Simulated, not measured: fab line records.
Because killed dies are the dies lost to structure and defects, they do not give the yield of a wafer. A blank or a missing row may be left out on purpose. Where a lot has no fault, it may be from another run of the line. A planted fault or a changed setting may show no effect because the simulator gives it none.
Comparing a struck lot with a sound one    flow gf180mcu    17 steps out of a route of 602
Sound: wafers L542.1, L542.2, L542.4. The struck wafers were L540.3, L540.4, L540.6. The cause comes at the end.
For every step that has rows: the tool of each side, followed by ch and its chambers, followed by its first start. Under that, the readings that differ: sound wafers    struck wafers    difference of the means    sigmas: that difference in standard deviations of wafers without a fault.
alike: same words and numbers on both sides, and readings whose means sit less than 2 such deviations apart. not compared: any withheld reading, any reading some wafer has no value for, any bound like >300 that may hide the same value, and any number with overlapping values for which the record gives no deviation.
Wherever a step has rows on one side only, a row that says differs or no value, or a row with sigmas, the two part there. Numbers that have no deviation but don't overlap get no sigmas and don't part them. A reading missing from all wafers of one side parts the sides only when that side holds two or more wafers.

GF_STI_CMP_25: polishes, stops on Si3N4, t overpolish 33 s, target thk 524.6 nm.
  sound on cmp-02 ch 1,2,3, day 6 04:57; struck on cmp-02 ch 0,2, day 5 20:32
  alike: motor_current_A, overpolish_run_s, time_to_endpoint_s
then, 4 steps without rows for these wafers: GF_STI_WET_ETCH_26 (etches SiO2 in dHF, target depth 94 nm, time 188 s); GF_STI_WET_ETCH_27 (etches Si3N4 in H3PO4, target depth 160 nm, time 1825 s); GF_STI_WET_ETCH_28 (etches SiO2 in dHF, target depth 20 nm, time 40 s); GF_STI_OXIDATION_29 (stabilise 600 s, purge 300 s, target thk 10 nm).
GF_STI_THK_MEAS_30:
  sound on film_metro-02 at day 6 08:05; struck on film_metro-02 at day 5 22:47
  alike: STI_OXIDATION_02_THK
then, 6 steps without rows for these wafers: GF_DNWELL_DEHYDRATE_00 (time 60 s); GF_DNWELL_HMDS_01 (prime time 60 s); GF_DNWELL_COAT_02 (resist thk 3000 nm); GF_DNWELL_SOFTBAKE_03; GF_DNWELL_EXPOSE_04 (exposes mask DNWELL, target cd 1700 nm); GF_DNWELL_PEB_05.
GF_DNWELL_DEVELOP_06: develop time 60 s.
  struck on litho_track-02, day 6 13:00; sound on litho_track-02 ch 0, day 6 23:00
  no value came back on the struck wafers for chill_plate_temp_C (C), develop_time_s (s), resist_line_temp_C (C); on the sound wafers chill_plate_temp_C (C) reads 22.92 22.96 22.99
next, for these wafers, 1 step has no rows: GF_DNWELL_IMPLANT_07.
GF_DNWELL_STRIP_08: strips in O2/N2.
  sound on plasma_asher-02 ch 0,1, day 6 23:28; struck on plasma_asher-03 ch 0,1, day 6 14:10
  alike: drypump_motor_current_A, heater_power_w, oes_product_au, strip_time_to_endpoint_s
  not compared: rf_hours_counter_h
GF_DNWELL_TW_MEAS_09:
  sound on film_metro-01 at day 6 23:34; struck on film_metro-03 at day 6 14:14
reading    sound           struck    difference  sigmas
DNWELL_TW  1374 1368 1378  31 31 32  -1342       -89
then, 1 step without rows for these wafers: GF_NWELL_DEHYDRATE_00 (time 60 s).

WHERE THEY PART
Last at GF_DNWELL_TW_MEAS_09 as far as this record goes, first at GF_DNWELL_DEVELOP_06.

WHY: whatever the simulator had introduced
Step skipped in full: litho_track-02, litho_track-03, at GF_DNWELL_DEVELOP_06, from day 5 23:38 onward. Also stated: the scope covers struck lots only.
